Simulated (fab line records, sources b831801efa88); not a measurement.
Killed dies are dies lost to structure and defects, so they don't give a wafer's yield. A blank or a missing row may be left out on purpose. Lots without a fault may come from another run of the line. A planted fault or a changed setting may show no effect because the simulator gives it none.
Which tool did it? | flow sky130 | 6 lots, 18 wafers sampled, at 2 steps of a route of 708

WHAT THE GAUGES READ, wafer by wafer
SKY_METAL4_CD_MEAS_13: target cd 300 nm.
lot  | measured     | on        | cd_nm (nm)
L927 | day 42 08:29 | cd_sem-02 | 300.2 300.0 299.8
L929 | day 42 21:56 | cd_sem-01 | 297.0 297.4 297.6
L937 | day 45 08:50 | cd_sem-01 | 300.0 299.9 298.9
L945 | day 47 06:55 | cd_sem-02 | 299.3 298.4 298.2
L947 | day 47 14:25 | cd_sem-01 | 299.9 299.7 299.5
L949 | day 48 04:35 | cd_sem-02 | 302.3 300.8 302.6

WHICH TOOL RAN EACH LOT (tool, then ch and the chambers of the sampled wafers, then the start)
lot  | SKY_METAL3_ETCH_16
L927 | rie_metal-01 ch 0,1, day 39 02:52
L929 | rie_metal-01 ch 0,1, day 39 17:26
L937 | rie_metal-02 ch 0,1, day 42 08:02
L945 | rie_metal-04 ch 0,1, day 44 10:20
L947 | rie_metal-04 ch 0,1, day 44 22:21
L949 | rie_metal-01 ch 0,1, day 45 10:01
- SKY_METAL3_ETCH_16: etches BARC in N2/H2, stops on SiO2, time 88.2 s, target depth 60 nm.

THE ANSWER, worked out from the rows above alone
Rule: what is usual is taken from the lots themselves. Put in order of their means at a reading, lots are off if they are a third of the lots or fewer, leave a main group of 4 or more, and stand apart from it by a gap of 3 or more times the standard deviation of the main group's means; of several such gaps the widest counts. A main group whose means are all the same, to the digits that the tables above print for the reading, isn't used. A lot without any number at a reading at which 4 lots or more have one is off too. The other lots that the step has rows for count as sound.
No lot is off at any reading shown: from this, nothing can be told.

WHAT THE SIMULATOR HAD PUT IN
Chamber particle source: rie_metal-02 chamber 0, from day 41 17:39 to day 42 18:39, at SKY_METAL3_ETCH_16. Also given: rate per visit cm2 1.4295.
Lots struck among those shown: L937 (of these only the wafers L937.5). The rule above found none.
